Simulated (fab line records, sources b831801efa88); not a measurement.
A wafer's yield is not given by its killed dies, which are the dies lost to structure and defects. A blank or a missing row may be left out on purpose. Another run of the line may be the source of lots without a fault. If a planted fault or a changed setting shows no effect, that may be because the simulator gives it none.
2 desks, one fault + flow gf180mcu + what lay behind the numbers comes last; until then each desk has only its own

THE METROLOGY DESK
Lot by lot, what the gauges showed, no matter which tool ran the lot: averages of those sampled wafers that carry a number. A lot is out of limits, marked OUT, if its mean lies more than 4 standard deviations from the usual mean; the brackets give that distance.
Columns: A = DUAL_GATE_OXIDATION_00_THK at GF_DUAL_GATE_THK_MEAS_03, usual 10.80 nm; B = DUAL_GATE_OVL at GF_DUAL_GATE_OVL_MEAS_11, usual 0.2 nm
| lot  | first seen here | A     | B    |
|------|-----------------|-------|------|
| L723 | day 8 18:19     | 10.74 | -2.5 |
| L727 | day 9 20:48     | 11.18 | 0.9  |
| L729 | day 10 14:35    | 10.56 | -0.1 |
| L731 | day 10 22:01    | 11.07 | -1.0 |
| L732 | day 11 04:37    | 10.82 | 1.1  |
| L735 | day 12 03:05    | 10.48 | 1.0  |
This desk found nothing out of limits on any of the 6 lots.

AT THE TOOL OWNER'S DESK: furnace-02
The tool's own readings at GF_DUAL_GATE_OXIDATION_15 (stabilise 600 s, purge 300 s, target thk 7.098 nm): means of the sampled wafers that have a number, for each lot that ran on this tool. A lot is out of limits, marked OUT, if its mean lies more than 4 standard deviations from the usual mean; the brackets give that distance.
Columns: A = spikeTcCentreC at GF_DUAL_GATE_OXIDATION_15, usual 851.3 C; B = spikeTcLowerC at GF_DUAL_GATE_OXIDATION_15, usual 850.8 C; C = spikeTcTopC at GF_DUAL_GATE_OXIDATION_15, usual 863.5 C; D = spikeTcUpperC at GF_DUAL_GATE_OXIDATION_15, usual 850.0 C; E = tubeCenterTempC at GF_DUAL_GATE_OXIDATION_15, usual 850 C; F = tube_center_temp_C_max at GF_DUAL_GATE_OXIDATION_15, usual 852.2; G = zonePowerUpperPct at GF_DUAL_GATE_OXIDATION_15, usual 16.36 %
| lot  | first seen here | A                | B     | C                | D     | E             | F               | G     |
|------|-----------------|------------------|-------|------------------|-------|---------------|-----------------|-------|
| L727 | day 10 16:58    | 852.2            | 852.1 | 863.9            | 848.1 | 850           | 852.0           | 16.20 |
| L729 | day 11 08:13    | 856.2 (+4.4) OUT | 855.4 | 866.6            | 854.1 | 854 (+56) OUT | 856.0 (+11) OUT | 16.50 |
| L731 | day 11 17:44    | 854.4            | 855.2 | 868.3 (+5.0) OUT | 853.7 | 854 (+56) OUT | 856.2 (+12) OUT | 16.46 |
This desk finds L729, L731 out of limits, L729 being first, at day 11 08:13 (spikeTcCentreC at GF_DUAL_GATE_OXIDATION_15). In limits: L727.

ALL TOGETHER
On L729, L731, at day 11 08:13, an alarm was possible from the tool owner's desk.
At the metrology desk, nothing out of limits was observed.
The metrology desk holds a record of L729, L731, inside its limits.
GF_DUAL_GATE_OXIDATION_15 was run on furnace-02 by each of the lots named.

WHAT THE SIMULATOR HAD INSERTED
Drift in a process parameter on furnace-02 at GF_DUAL_GATE_OXIDATION_15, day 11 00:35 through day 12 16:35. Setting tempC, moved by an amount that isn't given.
Lots struck among those shown: L729, L731.
Delay in hours, fault start to first out-of-limits reading, by desk: the tool owner's desk at 8.
